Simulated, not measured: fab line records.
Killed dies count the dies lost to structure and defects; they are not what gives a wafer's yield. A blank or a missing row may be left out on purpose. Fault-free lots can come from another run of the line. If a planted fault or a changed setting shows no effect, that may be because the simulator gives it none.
fab line records	flow gf180mcu
[record] lots = 6	wafers = 18	lastDay = 34
route steps=602 shown STI@1
lots untouched by any fault: they come from a run of this same line in which no faults occurred
startH: the number of hours between the record's first day and the start of the first shown wafer of the lot	waitH: time in hours since the lot's previous step	" identical to the entry in the row above	L1.1+2: several wafers, shown together as one row	- either no value or no given start	* or withheld: withheld	< > ~ a bound
route shown NAME@n: NAME is a module with steps in the file, n the number in the route of the first one	usual: mean/standard deviation of fault-free wafers	same: alike in all rows	chamber/n: place in a boat	sites: per-site readings	_std_site: the values' standard deviation	_edge_site: mean of outer sites minus mean of inner sites	radiusMm: for every site, how far away it sits from the centre of the wafer	mask NAME#n: copy n	behind: the last tool/chamber to shape the wafer	hold: cause of the lot's hold/its duration in hours/its outcome	device: transistor that didn't switch, given as n, p or np	end of line: the route-end tests of the same wafers	a step given without rows: its recipe and nothing more	killed: the dies lost at the first sort to structure and to defects; this is not the yield of the wafer	map: shows each die of a wafer: x if killed, . if not, _ if none is there
set.NAME: setting as actually run; set.NAME@STEP: the setting as run at that earlier step	model.NAME: the simulator's own value behind a step, which no gauge read
a table for each step, a row for each wafer; lots at some steps of the route
[[steps]]
[step GF_STI_BOW_MEAS_00]
[recipe] mode = bow
[usual] INCOMING_BOW = -1/6.3
lot.wafer	tool	chamber	startH	waitH	INCOMING_BOW[um]
L218.2	filmMetro-01	-	20.02	-	2
L218.4	"	-	"	"	-1
L218.5	"	-	"	"	-7
L222.3	filmMetro-02	-	40.04	-	-3
L222.4	"	-	"	"	-2
L222.5	"	-	"	"	5
L224.1	filmMetro-02	-	50.00	-	-14
L224.2	"	-	"	"	-6
L224.4	"	-	"	"	-11
L225.1	filmMetro-02	-	55.00	-	-3
L225.3	"	-	"	"	7
L225.6	"	-	"	"	5
L226.1	filmMetro-03	-	60.00	-	2
L226.3	"	-	"	"	6
L226.5	"	-	"	"	5
L237.2	filmMetro-02	-	115.02	-	7
L237.3	"	-	"	"	-11
L237.5	"	-	"	"	3
[step GF_STI_OXIDATION_01]
[recipe] tempC = 900	ambient = O2	stabiliseS = 600	purgeS = 300	targetThkA = 100	oxTimeS = 1418
[step GF_STI_THK_MEAS_02]
[recipe] reads = SiO2_of_STI_OXIDATION_01
[usual] STI_OXIDATION_THK = 10.03/0.18
lot.wafer	tool	chamber	startH	waitH	STI_OXIDATION_THK[nm]
L218.2	filmMetro-02	-	21.52	0.0	10.04
L218.4	"	-	"	"	10.42
L218.5	"	-	"	"	10.03
L222.3	filmMetro-02	-	41.97	0.0	10.04
L222.4	"	-	"	"	9.96
L222.5	"	-	"	"	10.12
L224.1	filmMetro-01	-	51.64	0.1	9.80
L224.2	"	-	"	"	9.81
L224.4	"	-	"	"	9.72
L225.1	filmMetro-02	-	58.72	0.0	9.80
L225.3	"	-	"	"	9.67
L225.6	"	-	"	"	9.79
L226.1	filmMetro-03	-	61.51	0.0	9.90
L226.3	"	-	"	"	9.78
L226.5	"	-	"	"	10.07
L237.2	filmMetro-01	-	116.84	0.0	10.07
L237.3	"	-	"	"	10.11
L237.5	"	-	"	"	10.14
[step GF_STI_CVD_03]
[recipe] material = Si3N4	precursor = DCS/NH3	targetThkNm = 207.16	tempC = 770	timeS = 3705	pressureMtorr = 250
[step GF_STI_THK_MEAS_04]
[recipe] reads = Si3N4_of_STI_CVD_03
[usual] STI_CVD_03_THK = 216.5/1.5
lot.wafer	tool	chamber	startH	waitH	STI_CVD_03_THK[nm]
L218.2	filmMetro-01	-	23.57	0.0	216.1
L218.4	"	-	"	"	215.5
L218.5	"	-	"	"	216.8
L222.3	filmMetro-03	-	44.02	0.0	218.1
L222.4	"	-	"	"	217.2
L222.5	"	-	"	"	217.3
L224.1	filmMetro-01	-	53.69	0.0	218.3
L224.2	"	-	"	"	219.7
L224.4	"	-	"	"	217.2
L225.1	filmMetro-02	-	61.21	0.0	215.1
L225.3	"	-	"	"	213.6
L225.6	"	-	"	"	215.0
L226.1	filmMetro-03	-	63.56	0.0	215.7
L226.3	"	-	"	"	217.4
L226.5	"	-	"	"	218.0
L237.2	filmMetro-01	-	118.88	0.0	216.2
L237.3	"	-	"	"	215.6
L237.5	"	-	"	"	213.7
[step GF_STI_DEHYDRATE_05]
[recipe] tempC = 200	timeS = 60
[step GF_STI_HMDS_06]
[recipe] primeTimeS = 60	primeTempC = 120
[step GF_STI_COAT_07]
[recipe] resist = KrF	spinRpm = withheld	resistThkNm = 700
[step GF_STI_SOFTBAKE_08]
[recipe] tempC = 130	timeS = 60	resist = KrF
[step GF_STI_EXPOSE_09]
[recipe] maskId = COMP	targetCdNm = 220	na = 0.68	sourceShape = conventional	sigmaOuter = 0.6	doseMj = 28
[step GF_STI_PEB_10]
[recipe] pebTempC = 135	pebTimeS = 90	resist = KrF
[usual] chillPlateTempC = 22.96/0.11	exhaustPa = 45.0/0.91	resistLineTempC = 22.99/0.11
lot.wafer	tool	chamber	startH	waitH	chillPlateTempC	exhaustPa	resistLineTempC
L218.2	lithoTrack-04	0	34.40	-	22.88	43.8	23.07
L218.4	"	0	"	"	22.98	45.4	23.07
L218.5	"	0	"	"	22.96	44.3	23.04
L222.3	lithoTrack-01	0	56.15	-	22.63	44.0	22.85
L222.4	"	0	"	"	22.80	43.6	23.04
L222.5	"	0	"	"	22.82	44.8	22.91
L224.1	lithoTrack-02	-	65.16	-	-	-	-
L224.2	"	-	"	"	-	-	-
L224.4	"	-	"	"	-	-	-
L225.1	lithoTrack-01	-	73.29	-	-	-	-
L225.3	"	-	"	"	-	-	-
L225.6	"	-	"	"	-	-	-
L226.1	lithoTrack-04	0	76.01	-	23.00	46.7	23.00
L226.3	"	0	"	"	22.91	45.0	23.04
L226.5	"	0	"	"	22.98	44.9	23.03
L237.2	lithoTrack-04	0	133.44	-	22.96	45.6	22.93
L237.3	"	0	"	"	23.08	46.0	22.93
L237.5	"	0	"	"	23.02	45.4	22.99
[step GF_STI_DEVELOP_11]
[recipe] developTimeS = 60	devTempC = 21.92
[[key]]
[firstSign] step = GF_STI_PEB_10	reading = toolRecord	direction = missing
effect none on later readings
metAt GF_STI_PEB_10
struckWafers L224.1,L224.2,L224.4,L225.1,L225.3,L225.6
laterRowsLeftOut L224.1,L224.2,L224.4,L225.1,L225.3,L225.6
sortLeftOut L224.1,L224.2,L224.4,L225.1,L225.3,L225.6
testerLeftOut L224,L225
onsetBetween 56.15 65.16
[fault] kind = skippedStepWhole	tool = lithoTrack-01,lithoTrack-02	chamber = -	onsetH = 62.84	steps = GF_STI_PEB_10	scope = struckLotsOnly
// testerLeftOut: of these lots the tester's yield and bins aren't shown, on N5 and GAA mostly nor the transistor test; their killed dies are dies lost to structure and defects alone, not to doping, threshold or leakage, so they don't give the yield
// sortLeftOut: the simulated sort isn't trusted on such a fault, so these wafers' sort isn't shown, and their yield isn't known
// laterRowsLeftOut: the simulator's readings of these wafers behind a module that went badly wrong aren't trusted and aren't shown, but for the sort
